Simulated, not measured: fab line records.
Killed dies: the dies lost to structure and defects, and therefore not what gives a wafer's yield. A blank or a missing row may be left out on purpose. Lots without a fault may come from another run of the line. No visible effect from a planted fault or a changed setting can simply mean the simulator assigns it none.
fab line records + flow sky130
record
- lots=6
- wafers=18
- lastDay=50
route steps=708 shown SD_P@323 RES_XHIGH@332 PAD_OPEN@708
lots with no fault: from the same line, run without faults
startH: the number of hours between the record's first day and the start of the first shown wafer of the lot + waitH: hours from the lot's prior step to this one + " repeats the value in the row above + L1.1+2: several wafers, shown together as one row + - no value, or no start given + * or withheld: withheld + < > ~ a bound
route shown NAME@n: names a module that has steps shown in the file, with the first one's number in the route + usual: average and standard deviation across the fault-free wafers + same: alike in all rows + chamber/n: place in a boat + sites: per-site readings + _std_site: their standard deviation + _edge_site: outer sites' mean less inner sites' + radiusMm: how far each site lies from the wafer's centre + mask NAME#n: copy n + behind: the tool/chamber that last shaped the wafer + hold: cause of the lot's hold/its duration in hours/its outcome + device: the n, p or np transistor that did not switch + end of line: the route-end tests of the same wafers + for a step that has no rows: nothing shown but its recipe + killed: dies that structure and defects cost at the first sort, which is not the same as the wafer's yield + map: a wafer's dies, marking killed ones x, the rest . and places with no die _
set.NAME: the setting the step ran with; set.NAME@STEP: the setting that earlier step ran with + model.NAME: the simulator's own value behind a step, which no gauge read
certain route steps with their lots: each step a table, each wafer a row
services: from which hour (startH, from the record's first day; less than 0 if before it) a tool's chamber was out of use, for how many hours, and why
## steps
# step SKY_SD_P_SOFTBAKE_03
# recipe
- tempC=90
- timeS=60
- resist=NOVOLAK
# step SKY_SD_P_EXPOSE_04
# recipe
- maskId=PSDM
- na=0.6
- sourceShape=conventional
- sigmaOuter=0.6
- polarization=unpolarized
- targetCdNm=380
- doseMj=138
# step SKY_SD_P_PEB_05
# recipe
- tempC=withheld
- timeS=*
- resist=NOVOLAK
# step SKY_SD_P_DEVELOP_06
# recipe
- resist=NOVOLAK
- developer=TMAH
- developTimeS=60
- devTempC=23
# step SKY_SD_P_CD_MEAS_07
# recipe
- targetCdNm=380
# usual
- cdNm=379.6/2.6
| lot.wafer | tool     | chamber | startH | waitH | cdNm  |
|-----------|----------|---------|--------|-------|-------|
| L733.2    | cdSem-02 | -       | 624.11 | 0.1   | 380.5 |
| L733.3    | "        | -       | "      | "     | 381.5 |
| L733.4    | "        | -       | "      | "     | 381.2 |
| L737.2    | cdSem-01 | -       | 660.74 | 0.1   | 381.1 |
| L737.3    | "        | -       | "      | "     | 379.5 |
| L737.6    | "        | -       | "      | "     | 382.5 |
| L739.4    | cdSem-01 | -       | 664.50 | 0.1   | 386.0 |
| L739.5    | "        | -       | "      | "     | 385.0 |
| L739.6    | "        | -       | "      | "     | 382.7 |
| L743.1    | cdSem-02 | -       | 748.62 | 0.1   | 378.5 |
| L743.2    | "        | -       | "      | "     | 377.5 |
| L743.5    | "        | -       | "      | "     | 378.2 |
| L749.2    | cdSem-02 | -       | 751.29 | 0.1   | 380.8 |
| L749.4    | "        | -       | "      | "     | 377.2 |
| L749.5    | "        | -       | "      | "     | 379.8 |
| L748.3    | cdSem-01 | -       | 751.58 | 0.1   | 379.4 |
| L748.5    | "        | -       | "      | "     | 381.1 |
| L748.6    | "        | -       | "      | "     | 379.9 |
# step SKY_SD_P_OVL_MEAS_08
# usual
- SD_P_OVL=0.4/1.4
| lot.wafer | tool       | chamber | startH | waitH | SD_P_OVL[nm] |
|-----------|------------|---------|--------|-------|--------------|
| L733.2    | overlay-01 | -       | 624.22 | 0.1   | 1.4          |
| L733.3    | "          | -       | "      | "     | 0.7          |
| L733.4    | "          | -       | "      | "     | 3.0          |
| L737.2    | overlay-01 | -       | 660.85 | 0.1   | -0.4         |
| L737.3    | "          | -       | "      | "     | -0.2         |
| L737.6    | "          | -       | "      | "     | -1.6         |
| L739.4    | overlay-01 | -       | 664.58 | 0.1   | 3.5          |
| L739.5    | "          | -       | "      | "     | 2.2          |
| L739.6    | "          | -       | "      | "     | 2.0          |
| L743.1    | overlay-01 | -       | 748.74 | 0.1   | 2.8          |
| L743.2    | "          | -       | "      | "     | 3.2          |
| L743.5    | "          | -       | "      | "     | 3.7          |
| L749.2    | overlay-01 | -       | 751.40 | 0.1   | -0.5         |
| L749.4    | "          | -       | "      | "     | -0.7         |
| L749.5    | "          | -       | "      | "     | 0.2          |
| L748.3    | overlay-01 | -       | 751.67 | 0.1   | -1.8         |
| L748.5    | "          | -       | "      | "     | -0.9         |
| L748.6    | "          | -       | "      | "     | -1.4         |
# step SKY_SD_P_IMPLANT_09
# recipe
- species=BF2
- energyKev=20
- doseCm2=2.928e+15
- tiltDeg=0
# step SKY_SD_P_STRIP_10
# recipe
- chemistry=O2/N2
- powerW=1400
- pressureMtorr=1500
- platenTempC=withheld
- o2FlowSccm=3000
- n2FlowSccm=300
- overashFraction=0.5
# usual
- drypumpMotorCurrentA=5.8/0.53
- oesProductAu=0.618/0.0048
- stripTimeToEndpointS=17.48/0.051
| lot.wafer | tool           | chamber | startH | waitH | drypumpMotorCurrentA | oesProductAu | rfHoursCounterH | stripTimeToEndpointS |
|-----------|----------------|---------|--------|-------|----------------------|--------------|-----------------|----------------------|
| L733.2    | plasmaAsher-03 | 0       | 624.40 | 0.1   | 5.2                  | 0.616        | 53              | 17.51                |
| L733.3    | "              | 1       | "      | "     | 5.4                  | 0.614        | -               | 17.51                |
| L733.4    | "              | 0       | "      | "     | 5.2                  | 0.624        | -               | 17.53                |
| L737.2    | plasmaAsher-02 | 0       | 661.03 | 0.1   | 6.0                  | 0.625        | 94              | 17.51                |
| L737.3    | "              | 1       | "      | "     | 5.8                  | 0.623        | -               | 17.46                |
| L737.6    | "              | 1       | "      | "     | 5.9                  | 0.614        | -               | 17.46                |
| L739.4    | plasmaAsher-01 | 1       | 664.78 | 0.1   | 5.3                  | 0.613        | -               | 17.49                |
| L739.5    | "              | 0       | "      | "     | 6.6                  | 0.616        | -               | 17.55                |
| L739.6    | "              | 1       | "      | "     | 5.3                  | 0.615        | -               | 17.56                |
| L743.1    | plasmaAsher-01 | 1       | 748.92 | 0.1   | 5.3                  | 0.613        | 96              | 17.52                |
| L743.2    | "              | 0       | "      | "     | 6.6                  | 0.626        | 96              | 17.46                |
| L743.5    | "              | 1       | "      | "     | 5.3                  | 0.615        | -               | 17.48                |
| L749.2    | plasmaAsher-03 | 1       | 751.77 | 0.1   | 5.4                  | 0.628        | 64              | 17.49                |
| L749.4    | "              | 1       | "      | "     | 5.4                  | 0.612        | -               | 17.51                |
| L749.5    | "              | 0       | "      | "     | 5.2                  | 0.621        | -               | 17.52                |
| L748.3    | plasmaAsher-02 | 1       | 751.96 | 0.1   | 5.8                  | 0.613        | -               | 17.56                |
| L748.5    | "              | 0       | "      | "     | 6.0                  | 0.609        | -               | 17.53                |
| L748.6    | "              | 1       | "      | "     | 5.9                  | 0.616        | -               | 17.52                |
# step SKY_SD_P_TW_MEAS_11
# usual
- SD_P_TW=2806/10
| lot.wafer | tool         | chamber | startH | waitH | SD_P_TW |
|-----------|--------------|---------|--------|-------|---------|
| L733.2    | filmMetro-02 | -       | 624.51 | 0.1   | 2803    |
| L733.3    | "            | -       | "      | "     | 2798    |
| L733.4    | "            | -       | "      | "     | 2806    |
| L737.2    | filmMetro-03 | -       | 661.14 | 0.1   | 2824    |
| L737.3    | "            | -       | "      | "     | 2820    |
| L737.6    | "            | -       | "      | "     | 2798    |
| L739.4    | filmMetro-01 | -       | 664.88 | 0.1   | 2804    |
| L739.5    | "            | -       | "      | "     | 2831    |
| L739.6    | "            | -       | "      | "     | 2824    |
| L743.1    | filmMetro-03 | -       | 749.02 | 0.1   | 2802    |
| L743.2    | "            | -       | "      | "     | 2809    |
| L743.5    | "            | -       | "      | "     | 2803    |
| L749.2    | filmMetro-02 | -       | 751.88 | 0.1   | 2810    |
| L749.4    | "            | -       | "      | "     | 2799    |
| L749.5    | "            | -       | "      | "     | 2812    |
| L748.3    | filmMetro-03 | -       | 752.04 | 0.1   | 2812    |
| L748.5    | "            | -       | "      | "     | 2803    |
| L748.6    | "            | -       | "      | "     | 2803    |
# step SKY_RES_XHIGH_DEHYDRATE_00
# recipe
- tempC=200
- timeS=60
# step SKY_RES_XHIGH_HMDS_01
# recipe
- primeTimeS=60
- primeTempC=120
# step SKY_RES_XHIGH_COAT_02
# recipe
- resist=NOVOLAK
- spinRpm=3000
- resistThkNm=1140
# step SKY_RES_XHIGH_SOFTBAKE_03
# recipe
- tempC=90
- timeS=60
- resist=NOVOLAK
# usual
- chillPlateTempC=23.00/0.11
- heaterPowerTotalW=56.60/0.043
- plateTempC=89.99/0.11
# same
- timeS=60
| lot.wafer | tool          | chamber | startH | waitH | chillPlateTempC | heaterPowerTotalW | plateTempC |
|-----------|---------------|---------|--------|-------|-----------------|-------------------|------------|
| L733.2    | lithoTrack-01 | 0       | 638.39 | 0.1   | 22.88           | 56.68             | 90.08      |
| L733.3    | "             | 0       | "      | "     | 22.92           | 56.57             | 90.12      |
| L733.4    | "             | 0       | "      | "     | 22.84           | 56.58             | 90.08      |
| L737.2    | lithoTrack-03 | 0       | 672.85 | 0.1   | 22.89           | 55.78             | 88.98      |
| L737.3    | "             | 0       | "      | "     | 22.97           | 55.95             | 89.11      |
| L737.6    | "             | 0       | "      | "     | 22.83           | 55.86             | 89.11      |
| L739.4    | lithoTrack-03 | 0       | 676.75 | 0.1   | 23.05           | 55.92             | 89.19      |
| L739.5    | "             | 0       | "      | "     | 22.99           | 55.90             | 89.22      |
| L739.6    | "             | 0       | "      | "     | 22.88           | 55.98             | 89.08      |
| L743.1    | lithoTrack-02 | 0       | 761.01 | 0.1   | 22.81           | 56.61             | 89.93      |
| L743.2    | "             | 0       | "      | "     | 22.78           | 56.61             | 89.96      |
| L743.5    | "             | 0       | "      | "     | 22.90           | 56.58             | 89.69      |
| L749.2    | lithoTrack-03 | 0       | 763.35 | 0.1   | 23.22           | 56.61             | 90.16      |
| L749.4    | "             | 0       | "      | "     | 23.08           | 56.60             | 90.02      |
| L749.5    | "             | 0       | "      | "     | 23.11           | 56.57             | 89.95      |
| L748.3    | lithoTrack-02 | 0       | 763.46 | 0.1   | 23.09           | 56.61             | 90.14      |
| L748.5    | "             | 0       | "      | "     | 23.01           | 56.60             | 90.10      |
| L748.6    | "             | 0       | "      | "     | 22.99           | 56.57             | 90.14      |
# step SKY_RES_XHIGH_EXPOSE_04
# recipe
- maskId=URPM
- na=0.6
- sourceShape=conventional
- sigmaOuter=0.6
- polarization=unpolarized
- targetCdNm=1270
- doseMj=140
# step SKY_PAD_OPEN_PROBE_99
# usual
- killed_at_M0_to_M3=44/7.9
- killed_at_M4_up=3.1/1.9
- killedAtContacts=24/4.6
- killedAtFrontEnd=16/4.9
- killedAtOther=0.3/0.6
- killedDies=87/9.7
- killedOpen=48/7.2
- killedShort=39/5.6
# same
- grossDies=492
- killedAtBackSide=0
| lot.wafer | tool      | chamber | startH  | waitH | killed_at_M0_to_M3 | killed_at_M4_up | killedAtContacts | killedAtFrontEnd | killedAtOther | killedDies | killedOpen | killedShort |
|-----------|-----------|---------|---------|-------|--------------------|-----------------|------------------|------------------|---------------|------------|------------|-------------|
| L743.1    | prober-01 | -       | 1184.51 | 0.1   | 33                 | 0               | 24               | 23               | 0             | 80         | 42         | 38          |
| L743.2    | prober-01 | -       | 1184.56 | 0.1   | 53                 | 2               | 28               | 30               | 0             | 113        | 62         | 51          |
| L743.5    | prober-01 | -       | 1184.71 | 0.2   | 41                 | 5               | 22               | 16               | 0             | 84         | 49         | 35          |
| L749.2    | prober-01 | -       | 1187.92 | 0.1   | 37                 | 2               | 31               | 20               | 0             | 90         | 53         | 37          |
| L749.4    | prober-01 | -       | 1188.02 | 0.2   | 41                 | 4               | 22               | 13               | 1             | 81         | 48         | 32          |
| L749.5    | prober-01 | -       | 1188.07 | 0.2   | 45                 | 3               | 21               | 20               | 0             | 89         | 41         | 48          |
# killed by level:class
L743.1 CONTACT:geometricParticle:open=10 FIELD_ISO:geometricParticle:open=6 VIA3:geometricParticle:open=6 LOCAL_INTERCONNECT:geometricParticle:short=6 VIA1:geometricParticle:open=6 POLY_GATE:geometricParticle:short=5 LI_CONTACT:geometricParticle:open=5 METAL2:geometricParticle:short=5
L743.2 VIA1:geometricParticle:open=13 CONTACT:geometricParticle:open=9 POLY_GATE:geometricParticle:open=8 METAL1:geometricParticle:short=8 FIELD_ISO:geometricParticle:open=7 POLY_GATE:geometricParticle:short=7 LI_CONTACT:geometricParticle:open=7 LOCAL_INTERCONNECT:geometricParticle:short=6
L743.5 VIA1:geometricParticle:open=17 LI_CONTACT:geometricParticle:open=8 CONTACT:geometricParticle:open=7 METAL1:geometricParticle:short=5 FIELD_ISO:geometricParticle:open=4 FIELD_ISO:geometricParticle:short=4 POLY_GATE:geometricParticle:open=4 LOCAL_INTERCONNECT:geometricParticle:short=4
L749.2 LI_CONTACT:geometricParticle:open=13 VIA1:geometricParticle:open=7 FIELD_ISO:geometricParticle:open=6 CONTACT:geometricParticle:open=6 VIA3:geometricParticle:open=6 FIELD_ISO:geometricParticle:short=5 VIA1:geometricParticle:short=5 VIA2:geometricParticle:open=5
L749.4 VIA1:geometricParticle:open=12 CONTACT:geometricParticle:open=11 VIA2:geometricParticle:open=7 VIA1:geometricParticle:short=7 FIELD_ISO:geometricParticle:open=6 VIA3:geometricParticle:open=5 METAL4:geometricParticle:short=4 LI_CONTACT:geometricParticle:open=4
L749.5 VIA1:geometricParticle:open=12 CONTACT:geometricParticle:open=9 POLY_GATE:geometricParticle:short=6 METAL2:geometricParticle:short=6 VIA1:geometricParticle:short=5 VIA2:geometricParticle:open=5 METAL3:geometricParticle:short=5 FIELD_ISO:geometricParticle:short=4
## services
| tool           | chamber | startH | hours | kind      |
|----------------|---------|--------|-------|-----------|
| plasmaAsher-01 | -       | 648.58 | 1.3   | repair    |
| plasmaAsher-02 | -       | 663.39 | 2.6   | repair    |
| plasmaAsher-02 | -       | 681.62 | 0.6   | repair    |
| plasmaAsher-02 | -       | 733.75 | 9.0   | pm        |
| plasmaAsher-02 | 0       | 733.75 | 9.0   | ventCycle |
| plasmaAsher-02 | 1       | 733.75 | 9.0   | ventCycle |
| plasmaAsher-03 | -       | 738.17 | 9.2   | repair    |
| plasmaAsher-02 | 0       | 742.75 | -     | clean     |
| plasmaAsher-02 | 1       | 742.75 | -     | clean     |
## key
firstSign
- step=SKY_RES_XHIGH_SOFTBAKE_03
- reading=heaterPowerTotalW
- direction=down
- sigmas=16
- usual=*
- struck=*
effect
- step=SKY_RES_XHIGH_SOFTBAKE_03
- reading=plateTempC
- direction=down
- sigmas=7.9
- usual=*
- struck=*
metAt SKY_RES_XHIGH_SOFTBAKE_03
struckWafers L737.2,L737.3,L737.6,L739.4,L739.5,L739.6
testerLeftOut L737,L739
fault
- kind=processParameterDrift
- tool=lithoTrack-03
- chamber=-
- onsetH=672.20
- steps=SKY_RES_XHIGH_SOFTBAKE_03
- channel=tempC
- offset=*
- shape=step
- endH=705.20
- actsIn=*
- stated=*
# testerLeftOut: of these lots the tester's yield and bins aren't shown, on N5 and GAA mostly nor the transistor test; their killed dies are dies lost to structure and defects alone, not to doping, threshold or leakage, so they don't give the yield
